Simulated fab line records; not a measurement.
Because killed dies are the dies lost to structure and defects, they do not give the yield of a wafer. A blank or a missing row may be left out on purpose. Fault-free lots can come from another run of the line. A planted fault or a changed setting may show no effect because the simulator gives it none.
fab line records	flow sky130	part 1 of 2: steps 1 to 27 of 38
record: lots: 5	wafers: 15	lastDay: 50
route steps=708 shown SONOS_ONO@180 GATE_OXIDE@187 POLY_GATE@204 RES_PROTECT@206
lots that met no fault: from a run of the same line without faults
startH: start of the lot's first displayed wafer, in hours after the record's first day	waitH: hours elapsed since this lot's preceding step	" unchanged from the row above	L1.1+2: a single row standing in for several wafers	- no value, or no start given	* or withheld: withheld	< > ~ a bound
route shown NAME@n: names a module that has steps shown in the file, with the first one's number in the route	usual: the fault-free wafers' mean and standard deviation	same: alike in all rows	chamber/n: place in a boat	sites: per-site readings	_std_site: the values' standard deviation	_edge_site: outer sites' mean less inner sites'	radiusMm: how far each site lies from the wafer's centre	mask NAME#n: copy n	behind: tool/chamber where the wafer was last shaped	hold: cause of the lot's hold/its duration in hours/its outcome	device: the n, p or np transistor that did not switch	end of line: the tests these same wafers got at the end of their route	a step without rows: its recipe alone	killed: count of dies lost to structure and defects at first sort (not the wafer's yield)	map: a wafer's dies, marking killed ones x, the rest . and places with no die _
set.NAME: the run value of the setting; set.NAME@STEP: its run value at that earlier step	model.NAME: the simulator's own value behind a step, which no gauge read
lots at some steps of the route; a table a step, a row a wafer
services: the hour from which a tool's chamber was out of use, counted from the record's first day as startH (under 0 if before that day), plus the number of hours and why
== steps ==
step: SKY_SONOS_ONO_DEVELOP_12
recipe: developTimeS: 60	devTempC: 23
same: developTimeS: 60
lot.wafer	tool	chamber	startH	waitH
L080.3+4+6	lithoTrack-04	0	332.35	0.1
L084.1+2+3	lithoTrack-04	0	362.70	0.1
L093.2+3+6	lithoTrack-01	0	440.92	0.1
L096.1+2+6	lithoTrack-01	0	462.90	0.1
L097.2+5+6	lithoTrack-03	0	471.97	0.1
step: SKY_SONOS_ONO_CD_MEAS_13
recipe: targetCdNm: 410
usual: cdNm: 410.3/2.4
lot.wafer	tool	chamber	startH	waitH	cdNm
L080.3	cdSem-01	-	332.49	0.1	405.6
L080.4	"	-	"	"	408.9
L080.6	"	-	"	"	408.5
L084.1	cdSem-02	-	362.85	0.1	411.8
L084.2	"	-	"	"	409.4
L084.3	"	-	"	"	408.2
L093.2	cdSem-02	-	441.07	0.1	410.3
L093.3	"	-	"	"	411.1
L093.6	"	-	"	"	411.0
L096.1	cdSem-01	-	463.05	0.1	412.5
L096.2	"	-	"	"	412.2
L096.6	"	-	"	"	412.4
L097.2	cdSem-01	-	472.11	0.1	408.9
L097.5	"	-	"	"	409.4
L097.6	"	-	"	"	409.2
step: SKY_SONOS_ONO_OVL_MEAS_14
usual: SONOS_ONO_OVL: -0.7/1.6
lot.wafer	tool	chamber	startH	waitH	SONOS_ONO_OVL[nm]
L080.3	overlay-01	-	332.58	0.1	1.7
L080.4	"	-	"	"	2.2
L080.6	"	-	"	"	3.0
L084.1	overlay-02	-	362.97	0.1	-1.3
L084.2	"	-	"	"	-0.5
L084.3	"	-	"	"	-0.2
L093.2	overlay-01	-	441.17	0.1	0.2
L093.3	"	-	"	"	-1.7
L093.6	"	-	"	"	-1.1
L096.1	overlay-01	-	463.17	0.1	-1.6
L096.2	"	-	"	"	-2.3
L096.6	"	-	"	"	-1.3
L097.2	overlay-01	-	472.22	0.1	-0.1
L097.5	"	-	"	"	-0.2
L097.6	"	-	"	"	0.6
step: SKY_SONOS_ONO_ETCH_15
recipe: targetDepthNm: 19.52	chemistry: CHF3/O2	sourceW: 600	biasW: 200	pressureMtorr: 40	chf3FlowSccm: 50	O2_flow_sccm: 5	timeS: 7.8
usual: O2_flow_sccm: 4.999/0.015	drypumpMotorCurrentA: 5.6/0.45	oesProductAu: 1.007/0.014	throttleValvePct: 8.827/0.0099
lot.wafer	tool	chamber	startH	waitH	O2_flow_sccm	drypumpMotorCurrentA	oesProductAu	rfHoursCounterH	throttleValvePct
L080.3	rieDiel-01	1	332.60	0.0	4.989	4.7	1.008	76	8.830
L080.4	"	2	"	"	4.981	5.8	0.989	1	8.817
L080.6	"	3	"	"	4.993	5.5	0.998	-	8.829
L084.1	rieDiel-02	1	363.00	0.0	4.993	5.2	1.015	11	8.807
L084.2	"	2	"	"	5.001	5.8	1.021	1	8.813
L084.3	"	3	"	"	4.998	5.1	0.999	7	8.829
L093.2	rieDiel-02	3	441.20	0.0	4.992	5.1	0.995	9	8.829
L093.3	"	2	"	"	5.024	5.8	1.013	3	8.834
L093.6	"	1	"	"	5.003	5.2	1.003	-	8.821
L096.1	rieDiel-01	1	463.20	0.0	5.017	4.8	0.992	78	8.816
L096.2	"	0	"	"	5.007	5.6	1.009	13	8.833
L096.6	"	0	"	"	5.019	5.6	1.016	-	8.812
L097.2	rieDiel-02	1	472.25	0.0	4.968	5.2	1.011	13	8.817
L097.5	"	0	"	"	5.015	5.9	1.004	-	8.837
L097.6	"	1	"	"	4.987	5.2	1.012	-	8.845
step: SKY_SONOS_ONO_WET_ETCH_16
recipe: chemistry: dHF	targetDepthNm: 14	dry: n2Spin	target: SiO2	dilution: 100:1	tempC: 25	timeS: 280
lot.wafer	tool	chamber	startH	waitH
L080.3+4+6	wetBench-02	1	332.62	0.0
L084.1+2+3	wetBench-03	2	363.02	0.0
L093.2+3+6	wetBench-02	2	441.22	0.0
L096.1+2+6	wetBench-04	2	463.22	0.0
L097.2+5+6	wetBench-02	2	472.27	0.0
step: SKY_SONOS_ONO_STRIP_17
recipe: chemistry: O2/N2	powerW: 1400	pressureMtorr: 1500	platenTempC: withheld	o2FlowSccm: 3000	n2FlowSccm: 300	overashFraction: 0.5
usual: drypumpMotorCurrentA: 5.6/0.5	o2FlowSccm: 3001/9.3	oesProductAu: 0.710/0.0046	stripTimeToEndpointS: 14.08/0.045
lot.wafer	tool	chamber	startH	waitH	drypumpMotorCurrentA	o2FlowSccm	oesProductAu	rfHoursCounterH	stripTimeToEndpointS
L080.3	plasmaAsher-04	1	332.74	0.0	6.1	2992	0.709	-	14.09
L080.4	"	0	"	"	4.8	3001	0.711	-	14.12
L080.6	"	0	"	"	4.8	3000	0.709	-	14.11
L084.1	plasmaAsher-04	1	363.11	0.0	6.1	3000	0.710	60	14.04
L084.2	"	0	"	"	4.8	2988	0.704	60	13.96
L084.3	"	1	"	"	6.1	3027	0.703	-	14.04
L093.2	plasmaAsher-04	0	441.32	0.0	4.8	3007	0.706	69	14.08
L093.3	"	1	"	"	6.1	3001	0.705	-	14.12
L093.6	"	1	"	"	6.1	3000	0.715	-	14.08
L096.1	plasmaAsher-04	1	463.32	0.0	6.1	2990	0.708	71	14.06
L096.2	"	0	"	"	4.8	2994	0.705	71	14.06
L096.6	"	0	"	"	4.8	2997	0.715	-	14.08
L097.2	plasmaAsher-02	0	472.36	0.0	5.2	3013	0.710	4	14.14
L097.5	"	0	"	"	5.2	3012	0.714	-	14.17
L097.6	"	1	"	"	5.1	3006	0.715	-	14.13
step: SKY_SONOS_ONO_WET_ETCH_18
recipe: chemistry: H3PO4	targetDepthNm: 15	target: Si3N4	tempC: 160	timeS: 172
lot.wafer	tool	chamber	startH	waitH
L080.3+4+6	wetBench-04	0	332.81	0.0
L084.1+2+3	wetBench-04	2	363.21	0.1
L093.2+3+6	wetBench-04	3	441.42	0.1
L096.1+2+6	wetBench-02	2	463.42	0.1
L097.2+5+6	wetBench-03	3	472.46	0.1
step: SKY_GATE_OXIDE_CLEAN_00
recipe: chemistry: SC1/SC2	mix: 1:4:20	tempC: 70	timeS: 150	dry: n2Spin
lot.wafer	tool	chamber	startH	waitH
L080.3+4+6	wetBench-03	0	332.87	0.0
L084.1+2+3	wetBench-02	3	363.27	0.0
L093.2+3+6	wetBench-02	0	441.55	0.0
L096.1+2+6	wetBench-03	3	463.47	0.0
L097.2+5+6	wetBench-04	0	472.51	0.0
step: SKY_GATE_OXIDE_OXIDATION_01
recipe: tempC: 900	ambient: O2	stabiliseS: 600	purgeS: 300	targetThkA: 102.68	oxTimeS: 1473
usual: spikeTcUpperC: 899.0/0.9
lot.wafer	tool	chamber	startH	waitH	spikeTcUpperC
L080.3	furnace-01	0	334.30	1.4	897.6
L080.4	"	0	"	"	899.0
L080.6	"	0	"	"	899.8
L084.1	furnace-02	0	364.79	1.5	900.0
L084.2	"	0	"	"	897.3
L084.3	"	0	"	"	898.6
L093.2	furnace-02	0	441.60	0.0	899.9
L093.3	"	0	"	"	898.1
L093.6	"	0	"	"	898.6
L096.1	furnace-01	0	465.84	2.1	900.3
L096.2	"	0	"	"	899.1
L096.6	"	0	"	"	900.1
L097.2	furnace-02	0	472.56	0.0	898.4
L097.5	"	0	"	"	899.3
L097.6	"	0	"	"	898.7
step: SKY_GATE_OXIDE_THK_MEAS_02
recipe: reads: SiO2_of_GATE_OXIDE_OXIDATION_01
usual: GATE_OXIDE_OXIDATION_00_THK: 10.28/0.18
lot.wafer	tool	chamber	startH	waitH	GATE_OXIDE_OXIDATION_00_THK[nm]
L080.3	filmMetro-03	-	335.73	0.0	10.34
L080.4	"	-	"	"	10.43
L080.6	"	-	"	"	10.41
L084.1	filmMetro-03	-	366.20	0.0	10.36
L084.2	"	-	"	"	10.17
L084.3	"	-	"	"	10.17
L093.2	filmMetro-01	-	443.02	0.0	10.37
L093.3	"	-	"	"	10.32
L093.6	"	-	"	"	10.30
L096.1	filmMetro-01	-	467.25	0.0	10.29
L096.2	"	-	"	"	10.15
L096.6	"	-	"	"	10.08
L097.2	filmMetro-03	-	473.98	0.0	10.27
L097.5	"	-	"	"	10.31
L097.6	"	-	"	"	10.35
step: SKY_GATE_OXIDE_DEHYDRATE_03
recipe: tempC: 200	timeS: 60
usual: plateTempC: 199.99/0.16
lot.wafer	tool	chamber	startH	waitH	plateTempC
L080.3	lithoTrack-03	0	348.50	12.8	199.81
L080.4	"	0	"	"	199.93
L080.6	"	0	"	"	199.51
L084.1	lithoTrack-03	0	379.30	13.1	200.07
L084.2	"	0	"	"	200.06
L084.3	"	0	"	"	200.07
L093.2	lithoTrack-03	0	458.17	15.1	200.28
L093.3	"	0	"	"	200.30
L093.6	"	0	"	"	199.94
L096.1	lithoTrack-02	0	481.73	14.5	200.26
L096.2	"	0	"	"	200.02
L096.6	"	0	"	"	199.95
L097.2	lithoTrack-02	0	489.15	15.2	199.98
L097.5	"	0	"	"	200.03
L097.6	"	0	"	"	199.90
step: SKY_GATE_OXIDE_HMDS_04
recipe: primeTimeS: 60	primeTempC: 120
usual: primeTempC: 119.98/0.13
same: primeTimeS: 60
lot.wafer	tool	chamber	startH	waitH	primeTempC
L080.3	lithoTrack-03	0	348.65	0.1	119.95
L080.4	"	0	"	"	119.95
L080.6	"	0	"	"	120.10
L084.1	lithoTrack-03	0	379.45	0.1	119.96
L084.2	"	0	"	"	120.05
L084.3	"	0	"	"	120.03
L093.2	lithoTrack-03	0	458.32	0.1	120.01
L093.3	"	0	"	"	120.00
L093.6	"	0	"	"	119.92
L096.1	lithoTrack-02	0	481.88	0.1	120.16
L096.2	"	0	"	"	120.00
L096.6	"	0	"	"	120.34
L097.2	lithoTrack-02	0	489.30	0.1	119.84
L097.5	"	0	"	"	119.81
L097.6	"	0	"	"	119.97
step: SKY_GATE_OXIDE_COAT_05
recipe: resist: NOVOLAK	spinRpm: 3000	resistThkNm: 1140
lot.wafer	tool	chamber	startH	waitH
L080.3+4+6	lithoTrack-03	0	348.80	0.1
L084.1+2+3	lithoTrack-03	0	379.60	0.1
L093.2+3+6	lithoTrack-03	0	458.47	0.1
L096.1+2+6	lithoTrack-02	0	482.03	0.1
L097.2+5+6	lithoTrack-02	0	489.45	0.1
step: SKY_GATE_OXIDE_SOFTBAKE_06
recipe: tempC: 90	timeS: 60	resist: NOVOLAK
usual: plateTempC: 90.01/0.13
lot.wafer	tool	chamber	startH	waitH	plateTempC
L080.3	lithoTrack-03	0	348.95	0.1	90.14
L080.4	"	0	"	"	90.12
L080.6	"	0	"	"	90.17
L084.1	lithoTrack-03	0	379.75	0.1	90.05
L084.2	"	0	"	"	90.01
L084.3	"	0	"	"	89.97
L093.2	lithoTrack-03	0	458.62	0.1	89.83
L093.3	"	0	"	"	89.72
L093.6	"	0	"	"	90.12
L096.1	lithoTrack-02	0	482.18	0.1	89.90
L096.2	"	0	"	"	89.89
L096.6	"	0	"	"	89.80
L097.2	lithoTrack-02	0	489.60	0.1	89.92
L097.5	"	0	"	"	89.93
L097.6	"	0	"	"	89.74
step: SKY_GATE_OXIDE_EXPOSE_07
recipe: maskId: LVOM	na: 0.6	sourceShape: conventional	sigmaOuter: 0.6	polarization: unpolarized	targetCdNm: 600	doseMj: 170
usual: focusOffsetNm: 0.0/0.58
lot.wafer	tool	chamber	startH	waitH	mask	focusOffsetNm
L080.3	ilineStepper-02	0	-	-	LVOM#0	-0.8
L080.4	"	0	"	"	LVOM#0	0.0
L080.6	"	0	"	"	LVOM#0	0.2
L084.1	ilineStepper-02	0	-	-	LVOM#0	0.0
L084.2	"	0	"	"	LVOM#0	0.5
L084.3	"	0	"	"	LVOM#0	0.5
L093.2	ilineStepper-02	0	-	-	LVOM#0	0.0
L093.3	"	0	"	"	LVOM#0	1.2
L093.6	"	0	"	"	LVOM#0	0.8
L096.1	ilineStepper-01	0	-	-	LVOM#0	0.9
L096.2	"	0	"	"	LVOM#0	0.7
L096.6	"	0	"	"	LVOM#0	0.8
L097.2	ilineStepper-01	0	-	-	LVOM#0	-0.4
L097.5	"	0	"	"	LVOM#0	-0.3
L097.6	"	0	"	"	LVOM#0	-0.6
step: SKY_GATE_OXIDE_PEB_08
recipe: tempC: withheld	timeS: *	resist: NOVOLAK
lot.wafer	tool	chamber	startH	waitH
L080.3+4+6	lithoTrack-03	0	-	-
L084.1+2+3	lithoTrack-03	0	-	-
L093.2+3+6	lithoTrack-03	0	-	-
L096.1+2+6	lithoTrack-01	0	-	-
L097.2+5+6	lithoTrack-01	0	-	-
step: SKY_GATE_OXIDE_DEVELOP_09
recipe: resist: NOVOLAK	developer: TMAH	developTimeS: 60	devTempC: 23
same: developTimeS: 60
lot.wafer	tool	chamber	startH	waitH
L080.3+4+6	lithoTrack-03	0	363.10	0.1
L084.1+2+3	lithoTrack-03	0	394.20	0.1
L093.2+3+6	lithoTrack-03	0	474.02	0.1
L096.1+2+6	lithoTrack-01	0	497.70	0.1
L097.2+5+6	lithoTrack-01	0	504.52	0.1
step: SKY_GATE_OXIDE_OVL_MEAS_10
usual: GATE_OXIDE_OVL: -0.4/1.3
lot.wafer	tool	chamber	startH	waitH	GATE_OXIDE_OVL[nm]
L080.3	overlay-01	-	363.21	0.1	0.8
L080.4	"	-	"	"	-0.4
L080.6	"	-	"	"	1.0
L084.1	overlay-02	-	394.35	0.1	-0.6
L084.2	"	-	"	"	-0.4
L084.3	"	-	"	"	1.0
L093.2	overlay-02	-	474.15	0.1	0.2
L093.3	"	-	"	"	-3.3
L093.6	"	-	"	"	-1.2
L096.1	overlay-01	-	497.85	0.1	-2.8
L096.2	"	-	"	"	0.3
L096.6	"	-	"	"	-0.4
L097.2	overlay-02	-	504.65	0.1	1.3
L097.5	"	-	"	"	0.0
L097.6	"	-	"	"	-0.2
step: SKY_GATE_OXIDE_IMPLANT_11
recipe: species: B	energyKev: 10	doseCm2: 2.6e+12	tiltDeg: withheld
lot.wafer	tool	chamber	startH	waitH
L080.3+4+6	implanter-01	0	363.28	0.1
L084.1+2+3	implanter-02	0	394.38	0.0
L093.2+3+6	implanter-02	0	474.21	0.0
L096.1+2+6	implanter-03	0	497.88	0.0
L097.2+5+6	implanter-02	0	504.71	0.0
step: SKY_GATE_OXIDE_WET_ETCH_12
recipe: chemistry: dHF	targetDepthNm: 16.8	dry: n2Spin	target: SiO2	dilution: 100:1	tempC: 25	timeS: 336
lot.wafer	tool	chamber	startH	waitH
L080.3+4+6	wetBench-03	2	363.38	0.1
L084.1+2+3	wetBench-03	0	394.53	0.1
L093.2+3+6	wetBench-02	3	474.33	0.1
L096.1+2+6	wetBench-02	2	498.03	0.1
L097.2+5+6	wetBench-04	3	504.83	0.1
step: SKY_GATE_OXIDE_STRIP_13
recipe: chemistry: O2/N2	powerW: 1400	pressureMtorr: 1500	platenTempC: withheld	o2FlowSccm: 3000	n2FlowSccm: 300	overashFraction: 0.5
usual: drypumpMotorCurrentA: 5.7/0.46	o2FlowSccm: 2998/9.5	oesProductAu: 0.716/0.0043	stripTimeToEndpointS: 14.16/0.042
lot.wafer	tool	chamber	startH	waitH	drypumpMotorCurrentA	o2FlowSccm	oesProductAu	rfHoursCounterH	stripTimeToEndpointS
L080.3	plasmaAsher-01	1	363.52	0.0	5.4	2998	0.715	-	14.15
L080.4	"	0	"	"	6.0	3004	0.708	-	14.16
L080.6	"	0	"	"	6.0	2998	0.712	-	14.13
L084.1	plasmaAsher-04	0	394.63	0.0	4.8	2999	0.714	64	14.17
L084.2	"	1	"	"	6.1	3002	0.716	64	14.20
L084.3	"	1	"	"	6.1	2996	0.714	-	14.20
L093.2	plasmaAsher-04	0	474.43	0.0	4.8	2994	0.714	72	14.21
L093.3	"	1	"	"	6.1	3000	0.713	-	14.18
L093.6	"	0	"	"	4.8	2999	0.719	-	14.14
L096.1	plasmaAsher-03	1	498.13	0.0	6.0	3013	0.715	71	14.20
L096.2	"	0	"	"	6.1	2992	0.710	71	14.20
L096.6	"	1	"	"	6.0	2994	0.716	-	14.16
L097.2	plasmaAsher-01	0	504.94	0.0	5.9	2997	0.717	40	14.15
L097.5	"	1	"	"	5.4	2991	0.721	-	14.13
L097.6	"	0	"	"	5.9	3001	0.716	-	14.18
step: SKY_GATE_OXIDE_TW_MEAS_14
usual: GATE_OXIDE_TW: 222.5/2.3
lot.wafer	tool	chamber	startH	waitH	GATE_OXIDE_TW
L080.3	filmMetro-01	-	363.60	0.1	226.3
L080.4	"	-	"	"	225.3
L080.6	"	-	"	"	225.4
L084.1	filmMetro-03	-	394.73	0.1	219.7
L084.2	"	-	"	"	220.0
L084.3	"	-	"	"	221.0
L093.2	filmMetro-04	-	474.54	0.1	221.0
L093.3	"	-	"	"	220.3
L093.6	"	-	"	"	219.6
L096.1	filmMetro-03	-	498.23	0.1	220.1
L096.2	"	-	"	"	220.2
L096.6	"	-	"	"	219.6
L097.2	filmMetro-01	-	505.05	0.1	223.8
L097.5	"	-	"	"	224.8
L097.6	"	-	"	"	223.1
step: SKY_GATE_OXIDE_CLEAN_15
recipe: chemistry: SC1/SC2	mix: 1:4:20	tempC: 70	timeS: 150	dry: n2Spin
lot.wafer	tool	chamber	startH	waitH
L080.3+4+6	wetBench-04	3	363.64	0.0
L084.1+2+3	wetBench-02	1	394.79	0.1
L093.2+3+6	wetBench-03	1	474.59	0.0
L096.1+2+6	wetBench-04	2	498.29	0.1
L097.2+5+6	wetBench-02	2	505.10	0.0
step: SKY_GATE_OXIDE_OXIDATION_16
recipe: tempC: 800	ambient: O2	idleTempC: 700	rampUpCPerMin: 10	rampDownCPerMin: 3	stabiliseS: 600	purgeS: 300	targetThkA: 35.7	oxTimeS: 1915
usual: rampUpCPerMin: 9.9999/0.0018	spikeTcUpperC: 799.1/1.1
lot.wafer	tool	chamber	startH	waitH	rampUpCPerMin	spikeTcUpperC
L080.3	furnace-02	0	366.20	2.5	10.001	797.0
L080.4	"	0	"	"	9.9998	798.9
L080.6	"	0	"	"	10.000	799.1
L084.1	furnace-02	0	396.13	1.3	9.9994	796.6
L084.2	"	0	"	"	10.005	798.9
L084.3	"	0	"	"	9.9975	797.0
L093.2	furnace-01	0	474.64	0.0	9.9981	799.9
L093.3	"	0	"	"	10.0000	800.4
L093.6	"	0	"	"	9.9997	799.8
L096.1	furnace-02	0	498.35	0.0	9.9990	798.7
L096.2	"	0	"	"	10.000	799.3
L096.6	"	0	"	"	9.9991	799.6
L097.2	furnace-02	0	505.16	0.0	9.9988	797.0
L097.5	"	0	"	"	10.002	798.1
L097.6	"	0	"	"	9.9998	798.7
step: SKY_POLY_GATE_CVD_00
recipe: material: poly-Si	targetThkNm: 180	tempC: 620	timeS: 720	pressureMtorr: 200
usual: spikeTcUpperC: 620.8/1
lot.wafer	tool	chamber	startH	waitH	spikeTcUpperC
L080.3	lpcvd-01	0	369.48	1.8	618.2
L080.4	"	0	"	"	620.3
L080.6	"	0	"	"	620.9
L084.1	lpcvd-01	1	397.67	0.0	622.0
L084.2	"	1	"	"	621.8
L084.3	"	1	"	"	621.1
L093.2	lpcvd-01	1	476.17	0.0	620.9
L093.3	"	1	"	"	621.0
L093.6	"	1	"	"	622.2
L096.1	lpcvd-01	1	499.88	0.0	621.5
L096.2	"	1	"	"	620.5
L096.6	"	1	"	"	621.3
L097.2	lpcvd-01	1	506.69	0.0	622.5
L097.5	"	1	"	"	620.1
L097.6	"	1	"	"	622.1
step: SKY_POLY_GATE_THK_MEAS_01
recipe: reads: poly-Si_of_POLY_GATE_CVD_00
usual: POLY_GATE_CVD_00_THK: 179.9/1.6
lot.wafer	tool	chamber	startH	waitH	POLY_GATE_CVD_00_THK[nm]
L080.3	filmMetro-01	-	371.30	0.0	178.5
L080.4	"	-	"	"	177.7
L080.6	"	-	"	"	178.5
L084.1	filmMetro-04	-	398.87	0.0	178.3
L084.2	"	-	"	"	179.1
L084.3	"	-	"	"	178.9
L093.2	filmMetro-04	-	477.38	0.0	181.9
L093.3	"	-	"	"	183.1
L093.6	"	-	"	"	180.5
L096.1	filmMetro-02	-	501.08	0.0	179.7
L096.2	"	-	"	"	180.7
L096.6	"	-	"	"	181.8
L097.2	filmMetro-04	-	507.90	0.0	180.7
L097.5	"	-	"	"	180.5
L097.6	"	-	"	"	180.6
step: SKY_RES_PROTECT_DEHYDRATE_00
recipe: tempC: 200	timeS: 60
usual: plateTempC: 199.98/0.15
lot.wafer	tool	chamber	startH	waitH	plateTempC
L080.3	lithoTrack-04	0	384.25	12.9	200.24
L080.4	"	0	"	"	200.04
L080.6	"	0	"	"	200.23
L084.1	lithoTrack-02	0	413.33	14.5	200.05
L084.2	"	0	"	"	200.08
L084.3	"	0	"	"	200.18
L093.2	lithoTrack-04	0	492.42	15.0	199.90
L093.3	"	0	"	"	199.93
L093.6	"	0	"	"	199.75
L096.1	lithoTrack-04	0	515.90	14.8	199.76
L096.2	"	0	"	"	200.04
L096.6	"	0	"	"	199.87
L097.2	lithoTrack-04	0	522.97	15.1	200.10
L097.5	"	0	"	"	200.11
L097.6	"	0	"	"	199.86
